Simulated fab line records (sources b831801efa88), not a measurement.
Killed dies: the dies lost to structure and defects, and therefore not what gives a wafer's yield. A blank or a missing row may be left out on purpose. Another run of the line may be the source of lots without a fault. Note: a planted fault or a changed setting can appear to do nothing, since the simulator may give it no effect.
fab line records | flow sky130
record: lots: 15 wafers: 45 lastDay: 50
route steps=708 shown RES_PROTECT@211 SD_N@358 LOCAL_INTERCONNECT@399 METAL1@450
lots that met no fault: taken from a fault-free run of the same line
startH: hours from the record's first day to the start of the lot's first wafer shown | waitH: hours elapsed since this lot's preceding step | " same as the row above | L1.1+2: several wafers, shown together as one row | - no value, or no start was given | * or withheld: withheld | < > ~ a bound
route shown NAME@n: names a module that has steps shown in the file, with the first one's number in the route | usual: mean and standard deviation over wafers with no fault | same: alike in all rows | chamber/n: place in a boat | sites: each site's reading | _std_site: standard deviation across them | _edge_site: inner sites' mean taken away from outer sites' mean | radiusMm: how far each site lies from the wafer's centre | mask NAME#n: copy n | behind: the last tool/chamber to shape the wafer | hold: cause of the lot's hold/its duration in hours/its outcome | device: the transistor (n, p or np) that didn't switch | end of line: tests of these same wafers at the route's end | step lacking rows: just its recipe | killed: dies that structure and defects cost at the first sort, which is not the same as the wafer's yield | map: the dies of a wafer, with x for killed, . for not killed, _ for no die there
set.NAME: the setting the step ran with; set.NAME@STEP: the setting that earlier step ran with | model.NAME: the simulator's own value behind a step, which no gauge read
steps of the route over a sample of lots; a table a step, a row a wafer
services: when a tool's chamber went out of use (startH, in hours from the record's first day, below 0 if earlier), for how many hours, and the reason
== steps ==
step: SKY_RES_PROTECT_PEB_05
recipe: tempC: withheld timeS: * resist: NOVOLAK
usual: chillPlateTempC: * exhaustPa: 44.7/0.8
columns lot.wafer tool chamber startH waitH chillPlateTempC exhaustPa
L287.2 lithoTrack-04 0 335.77 - * 43.5
L287.4 " 0 " " * 43.7
L287.5 " 0 " " * 44.7
L288.1 lithoTrack-01 0 346.22 - * 45.4
L288.2 " 0 " " * 45.5
L288.4 " 0 " " * 44.8
L289.1 lithoTrack-01 0 350.27 - * 43.4
L289.3 " 0 " " * 43.5
L289.6 " 0 " " * 43.3
L290.1 lithoTrack-01 0 359.22 - * 45.1
L290.5 " 0 " " * 44.6
L290.6 " 0 " " * 45.0
L291.1 lithoTrack-04 0 366.64 - * 44.4
L291.3 " 0 " " * 45.1
L291.6 " 0 " " * 46.0
L292.3 lithoTrack-04 0 374.84 - * 45.5
L292.4 " 0 " " * 44.6
L292.6 " 0 " " * 44.6
L293.1 lithoTrack-01 0 385.47 - * 43.8
L293.3 " 0 " " * 44.1
L293.4 " 0 " " * 43.8
L294.2 lithoTrack-01 0 402.80 - * 45.0
L294.4 " 0 " " * 44.3
L294.6 " 0 " " * 44.0
L296.4 lithoTrack-01 0 421.80 - * 44.3
L296.5 " 0 " " * 44.8
L296.6 " 0 " " * 44.7
L298.1 lithoTrack-04 0 441.89 - * 44.3
L298.3 " 0 " " * 44.7
L298.6 " 0 " " * 44.0
L301.3 lithoTrack-04 - 456.64 - - -
L301.4 " - " " - -
L301.5 " - " " - -
L302.1 lithoTrack-01 - 477.47 - - -
L302.3 " - " " - -
L302.5 " - " " - -
L303.1 lithoTrack-04 - 485.34 - - -
L303.3 " - " " - -
L303.6 " - " " - -
L305.1 lithoTrack-01 0 497.37 - * 45.4
L305.2 " 0 " " * 44.8
L305.5 " 0 " " * 46.0
L310.1 lithoTrack-01 0 533.12 - * 44.6
L310.4 " 0 " " * 45.5
L310.6 " 0 " " * 44.3
step: SKY_SD_N_RS_MEAS_16
recipe: thkMeasGauge: four-point-probe
usual: SD_N_RS: 68.56/0.11
columns lot.wafer tool chamber startH waitH SD_N_RS[ohm/sq]
L287.2 filmMetro-04 - 642.84 0.1 68.73
L287.4 " - " " 68.56
L287.5 " - " " 68.58
L288.1 filmMetro-03 - 654.82 0.1 68.66
L288.2 " - " " 68.65
L288.4 " - " " 68.47
L289.1 filmMetro-04 - 658.86 0.1 68.66
L289.3 " - " " 68.62
L289.6 " - " " 68.50
L290.1 filmMetro-03 - 668.37 0.1 68.67
L290.5 " - " " 68.55
L290.6 " - " " 68.62
L291.1 filmMetro-03 - 677.25 0.1 68.54
L291.3 " - " " 68.51
L291.6 " - " " 68.57
L292.3 filmMetro-04 - 679.74 0.1 68.48
L292.4 " - " " 68.61
L292.6 " - " " 68.61
L293.1 filmMetro-04 - 693.68 0.1 68.39
L293.3 " - " " 68.47
L293.4 " - " " 68.59
L294.2 filmMetro-01 - 706.75 0.1 68.54
L294.4 " - " " 68.60
L294.6 " - " " 68.46
L296.4 filmMetro-03 - 727.88 0.1 68.77
L296.5 " - " " 68.61
L296.6 " - " " 68.72
L298.1 filmMetro-03 - 743.12 0.1 68.71
L298.3 " - " " 68.54
L298.6 " - " " 68.68
L301.3 filmMetro-04 - 755.55 0.1 68.47
L301.4 " - " " 68.49
L301.5 " - " " 68.38
L302.1 filmMetro-01 - 773.63 0.1 68.49
L302.3 " - " " 68.60
L302.5 " - " " 68.57
L303.1 filmMetro-04 - 779.90 0.1 68.44
L303.3 " - " " 68.39
L303.6 " - " " 68.38
L305.1 filmMetro-01 - 790.32 0.1 68.61
L305.2 " - " " 68.52
L305.5 " - " " 68.65
L310.1 filmMetro-01 - 820.93 0.1 68.73
L310.4 " - " " 68.69
L310.6 " - " " 68.73
step: SKY_LOCAL_INTERCONNECT_OVL_MEAS_12
usual: LOCAL_INTERCONNECT_OVL: 3/4.9
columns lot.wafer tool chamber startH waitH LOCAL_INTERCONNECT_OVL[nm]
L287.2 overlay-01 - 702.22 0.1 9
L287.4 " - " " 2
L287.5 " - " " 1
L288.1 overlay-01 - 713.31 0.1 0
L288.2 " - " " 9
L288.4 " - " " 11
L289.1 overlay-02 - 717.31 0.1 -1
L289.3 " - " " -1
L289.6 " - " " 2
L290.1 overlay-02 - 726.79 0.1 2
L290.5 " - " " 0
L290.6 " - " " 3
L291.1 overlay-01 - 734.76 0.1 3
L291.3 " - " " 2
L291.6 " - " " 4
L292.3 overlay-02 - 736.57 0.1 6
L292.4 " - " " 7
L292.6 " - " " 8
L293.1 overlay-01 - 749.91 0.1 -7
L293.3 " - " " -5
L293.4 " - " " -1
L294.2 overlay-01 - 763.00 0.1 5
L294.4 " - " " 8
L294.6 " - " " 3
L296.4 overlay-01 - 784.01 0.1 9
L296.5 " - " " 6
L296.6 " - " " 8
L298.1 overlay-02 - 799.19 0.1 4
L298.3 " - " " 4
L298.6 " - " " 2
L301.3 overlay-01 - 811.75 0.1 -1
L301.4 " - " " 0
L301.5 " - " " -1
L302.1 overlay-02 - 828.04 0.1 7
L302.3 " - " " -3
L302.5 " - " " -3
L303.1 overlay-01 - 834.89 0.1 7
L303.3 " - " " 6
L303.6 " - " " 4
L305.1 overlay-01 - 845.16 0.1 7
L305.2 " - " " 1
L305.5 " - " " 7
L310.1 overlay-02 - 875.86 0.1 4
L310.4 " - " " 21
L310.6 " - " " 14
step: SKY_METAL1_OVL_MEAS_16
usual: METAL1_OVL: 1/5.3
columns lot.wafer tool chamber startH waitH METAL1_OVL[nm]
L287.2 overlay-02 - 759.57 0.1 3
L287.4 " - " " 1
L287.5 " - " " 1
L288.1 overlay-02 - 769.86 0.1 7
L288.2 " - " " 1
L288.4 " - " " -2
L289.1 overlay-02 - 774.29 0.1 0
L289.3 " - " " 7
L289.6 " - " " 1
L290.1 overlay-01 - 783.64 0.1 0
L290.5 " - " " 2
L290.6 " - " " -1
L291.1 overlay-02 - 792.06 0.1 11
L291.3 " - " " 0
L291.6 " - " " 4
L292.3 overlay-02 - 793.97 0.1 6
L292.4 " - " " 1
L292.6 " - " " 1
L293.1 overlay-01 - 806.01 0.1 2
L293.3 " - " " 3
L293.4 " - " " 6
L294.2 overlay-02 - 819.92 0.1 9
L294.4 " - " " -2
L294.6 " - " " 4
L296.4 overlay-01 - 839.86 0.1 4
L296.5 " - " " -6
L296.6 " - " " 1
L298.1 overlay-01 - 855.41 0.1 -3
L298.3 " - " " 0
L298.6 " - " " 5
L301.3 overlay-02 - 866.67 0.1 8
L301.4 " - " " 10
L301.5 " - " " 7
L302.1 overlay-01 - 883.79 0.1 1
L302.3 " - " " -1
L302.5 " - " " -4
L303.1 overlay-02 - 889.01 0.1 3
L303.3 " - " " -7
L303.6 " - " " 6
L305.1 overlay-02 - 900.66 0.1 -2
L305.2 " - " " 3
L305.5 " - " " -6
L310.1 overlay-01 - 929.06 0.1 -4
L310.4 " - " " 1
L310.6 " - " " -4
== services ==
columns tool chamber startH hours kind
lithoTrack-04 - 373.14 - consumableReplace:filter
== key ==
firstSign: step: SKY_RES_PROTECT_PEB_05 reading: toolRecord direction: missing
effect none on later readings
metAt SKY_RES_PROTECT_PEB_05
struckLots L301,L302,L303
sortLeftOut L301.3,L301.4,L301.5,L302.1,L302.3,L302.5,L303.1,L303.3,L303.6
testerLeftOut L301,L302,L303
notActingAt SKY_SD_N_RS_MEAS_16,SKY_LOCAL_INTERCONNECT_OVL_MEAS_12,SKY_METAL1_OVL_MEAS_16
onsetBetween 441.89 456.64
fault: kind: skippedStepWhole tool: lithoTrack-01,lithoTrack-04 chamber: - onsetH: 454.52 steps: SKY_RES_PROTECT_PEB_05 scope: struckLotsOnly
testerLeftOut: of these lots the tester's yield and bins aren't shown, on N5 and GAA mostly nor the transistor test; their killed dies are dies lost to structure and defects alone, not to doping, threshold or leakage, so they don't give the yield
sortLeftOut: the simulated sort isn't trusted on such a fault, so these wafers' sort isn't shown, and their yield isn't known
